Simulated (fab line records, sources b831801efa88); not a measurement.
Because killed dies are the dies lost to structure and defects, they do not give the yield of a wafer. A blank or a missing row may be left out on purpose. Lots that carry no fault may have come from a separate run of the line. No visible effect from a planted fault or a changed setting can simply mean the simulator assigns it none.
Which tool is to blame? ; flow sky130 ; 21 wafers from 7 lots sampled at 2 of the route's 708 steps

WHAT THE GAUGES SHOWED, per wafer
SKY_VT_ADJUST_HVTR_CD_MEAS_07 targets a cd of 380 nm.
lot;measured;on;cdNm (nm)
L279;day 9 19:28;cdSem-02;377.4 377.5 379.2
L281;day 10 06:08;cdSem-02;381.3 382.9 385.1
L284;day 11 08:55;cdSem-02;380.8 380.2 379.0
L286;day 11 19:26;cdSem-02;381.1 381.0 379.4
L289;day 12 20:55;cdSem-01;377.8 376.4 390.2
L292;day 13 19:01;cdSem-02;378.4 379.1 380.2
L300;day 16 05:25;cdSem-01;380.4 378.7 378.1

EACH LOT AND THE TOOL THAT RAN IT (in order: tool; ch and the chambers of the sampled wafers; start)
lot;SKY_VT_ADJUST_HVTR_DEVELOP_06
L279;lithoTrack-04 ch 0, day 9 19:20
L281;lithoTrack-01 ch 0, day 10 05:59
L284;lithoTrack-04 ch 0, day 11 08:46
L286;lithoTrack-01 ch 0, day 11 19:17
L289;lithoTrack-01 ch 0, day 12 20:46
L292;lithoTrack-04 ch 0, day 13 18:52
L300;lithoTrack-04 ch 0, day 16 05:16
- SKY_VT_ADJUST_HVTR_DEVELOP_06: develop time 60 s.

THE ANSWER, worked out from the rows above alone
Rule: the lots themselves supply what counts as usual. Put in order of their means at a reading, lots are off if they are a third of the lots or fewer, leave a main group of 4 or more, and stand apart from it by a gap of 3 or more times the standard deviation of the main group's means; of several such gaps the widest counts. If all means in a main group match to the digits the tables above print for the reading, that group is not used. A lot without any number at a reading at which 4 lots or more have one is off too. All remaining lots with rows at the step are treated as sound.
No lot is off at any reading shown: from this, nothing can be told.

WHAT WAS PUT IN BY THE SIMULATOR
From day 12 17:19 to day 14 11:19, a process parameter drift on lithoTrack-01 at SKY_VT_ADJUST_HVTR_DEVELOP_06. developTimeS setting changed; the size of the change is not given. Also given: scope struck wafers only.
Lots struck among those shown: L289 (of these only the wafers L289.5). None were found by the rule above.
